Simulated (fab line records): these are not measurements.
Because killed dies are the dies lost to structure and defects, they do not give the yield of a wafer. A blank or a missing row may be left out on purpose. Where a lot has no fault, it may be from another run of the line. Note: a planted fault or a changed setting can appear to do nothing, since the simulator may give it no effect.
Which tool did it? ; flow gf180mcu ; 14 lots with 42 wafers sampled at 4 steps, on a route of 602 steps

## WHAT EACH GAUGE READ, for each wafer
GF_SALICIDE_THK_MEAS_05: measures by xrf.
lot;measured;on;SALICIDE_TIN_THK (nm)
L409;day 14 22:54;film_metro-03;20.25 20.26 20.50
L410;day 15 13:37;film_metro-03;19.98 20.14 19.95
L413;day 16 11:02;film_metro-03;20.11 19.71 19.87
L414;day 16 16:34;film_metro-01;19.81 19.98 19.85
L415;day 17 07:44;film_metro-03;20.27 20.26 20.38
L416;day 17 14:59;film_metro-01;19.80 19.81 19.94
L418;day 18 07:22;film_metro-04;19.85 19.87 20.06
L419;day 18 19:25;film_metro-04;20.40 20.21 20.16
L429;day 22 06:48;film_metro-03;20.18 19.92 19.88
L430;day 22 17:57;film_metro-01;20.04 19.94 19.99
L431;day 23 02:21;film_metro-03;20.21 20.00 20.30
L432;day 23 09:04;film_metro-01;19.41 19.90 19.86

GF_CONTACT_BOW_MEAS_05.
lot;measured;on;CONTACT_BOW (um)
L409;day 14 23:47;film_metro-02;70 58 57
L410;day 15 14:37;film_metro-01;70 64 66
L413;day 16 11:55;film_metro-04;70 62 66
L414;day 16 17:28;film_metro-01;63 66 66
L415;day 17 08:38;film_metro-02;76 64 69
L416;day 17 15:53;film_metro-02;62 52 63
L418;day 18 08:16;film_metro-04;69 69 55
L419;day 18 20:18;film_metro-01;61 69 63
L429;day 22 07:41;film_metro-02;71 75 75
L430;day 22 18:50;film_metro-02;64 59 60
L431;day 23 03:20;film_metro-02;61 71 58
L432;day 23 09:57;film_metro-01;63 62 76

## WHICH TOOL RAN EACH LOT (tool, then ch and the chambers of the sampled wafers, then the start)
lot;GF_POLY_GATE_EXPOSE_07;GF_SALICIDE_RTA_06
L409;krf_scanner-02 ch 0, day 8 17:03;rtp_anneal-02 ch 0, day 14 22:58
L410;krf_scanner-02 ch 0, day 9 04:36;rtp_anneal-01 ch 0, day 15 13:41
L413;krf_scanner-01 ch 0, day 9 23:05;rtp_anneal-01 ch 0, day 16 11:06
L414;krf_scanner-02 ch 0, day 10 03:55;rtp_anneal-01 ch 0, day 16 16:38
L415;krf_scanner-01 ch 0, day 10 13:24;rtp_anneal-01 ch 0, day 17 07:49
L416;krf_scanner-01 ch 0, day 10 21:49;rtp_anneal-01 ch 0, day 17 15:03
L418;krf_scanner-02 ch 0, day 11 09:58;rtp_anneal-02 ch 0, day 18 07:26
L419;krf_scanner-02 ch 0, day 11 19:26;rtp_anneal-02 ch 0, day 18 19:29
L427;krf_scanner-02, day 14 06:10;-
L428;krf_scanner-02, day 14 12:44;-
L429;krf_scanner-02 ch 0, day 14 17:26;rtp_anneal-01 ch 0, day 22 06:52
L430;krf_scanner-01 ch 0, day 14 23:37;rtp_anneal-01 ch 0, day 22 18:01
L431;krf_scanner-01 ch 0, day 15 09:51;rtp_anneal-01 ch 0, day 23 02:25
L432;krf_scanner-01 ch 0, day 15 16:50;rtp_anneal-02 ch 0, day 23 09:07
- GF_POLY_GATE_EXPOSE_07: exposes mask Poly2, target cd 280 nm.
- GF_SALICIDE_RTA_06: time 30 s.

## WHAT THE TOOLS THEMSELVES READ (means of the sampled wafers that have a number; where no wafer has one, the mark that the record gives instead)
GF_POLY_GATE_EXPOSE_07.
lot;tool;exposure_dose_mJ_cm2;focus_offset_nm (nm)
L409;krf_scanner-02;28.263;0.4
L410;krf_scanner-02;28.257;-0.4
L413;krf_scanner-01;28.265;-0.4
L414;krf_scanner-02;28.251;0.6
L415;krf_scanner-01;28.265;0.7
L416;krf_scanner-01;28.262;-0.8
L418;krf_scanner-02;28.245;0.9
L419;krf_scanner-02;28.272;0.3
L427;krf_scanner-02;-;-
L428;krf_scanner-02;-;-
L429;krf_scanner-02;28.258;0.4
L430;krf_scanner-01;28.246;-0.5
L431;krf_scanner-01;28.286;0.0
L432;krf_scanner-01;28.269;0.1

GF_SALICIDE_RTA_06.
lot;tool;lamp_power_pct (%);wafer_temp_C_max
L409;rtp_anneal-02;5.89;531.6
L410;rtp_anneal-01;6.23;534.8
L413;rtp_anneal-01;6.24;534.6
L414;rtp_anneal-01;6.24;534.6
L415;rtp_anneal-01;6.24;535.3
L416;rtp_anneal-01;6.24;533.8
L418;rtp_anneal-02;5.89;531.8
L419;rtp_anneal-02;5.89;531.5
L429;rtp_anneal-01;6.24;534.0
L430;rtp_anneal-01;6.24;534.3
L431;rtp_anneal-01;6.24;535.4
L432;rtp_anneal-02;5.89;531.6

## THE ANSWER, worked out from the rows above alone
Rule: usual is defined by the lots themselves. Put in order of their means at a reading, lots are off if they are a third of the lots or fewer, leave a main group of 4 or more, and stand apart from it by a gap of 3 or more times the standard deviation of the main group's means; of several such gaps the widest counts. A main group whose means are all the same, to the digits that the tables above print for the reading, isn't used. A lot without any number at a reading at which 4 lots or more have one is off too. All remaining lots with rows at the step are treated as sound. Order of review: gauges by route order, followed by the tools' own readings, for which a lot's mean as printed above is used. At the first step where some lot is off, the reading lying furthest off is the one used; lots without a number count as furthest.
Off: L427, L428, at GF_POLY_GATE_EXPOSE_07 (exposure_dose_mJ_cm2). Without a number there: L427, L428. The main group has a mean of 28.262 with a standard deviation of 0.011.
If a tool, at that step or one of the process steps before it, ran each lot that is off and ran no sound lot following the first of them, it fits. Not one of the candidates tried fits.

## WHAT HAD BEEN PUT IN BY THE SIMULATOR
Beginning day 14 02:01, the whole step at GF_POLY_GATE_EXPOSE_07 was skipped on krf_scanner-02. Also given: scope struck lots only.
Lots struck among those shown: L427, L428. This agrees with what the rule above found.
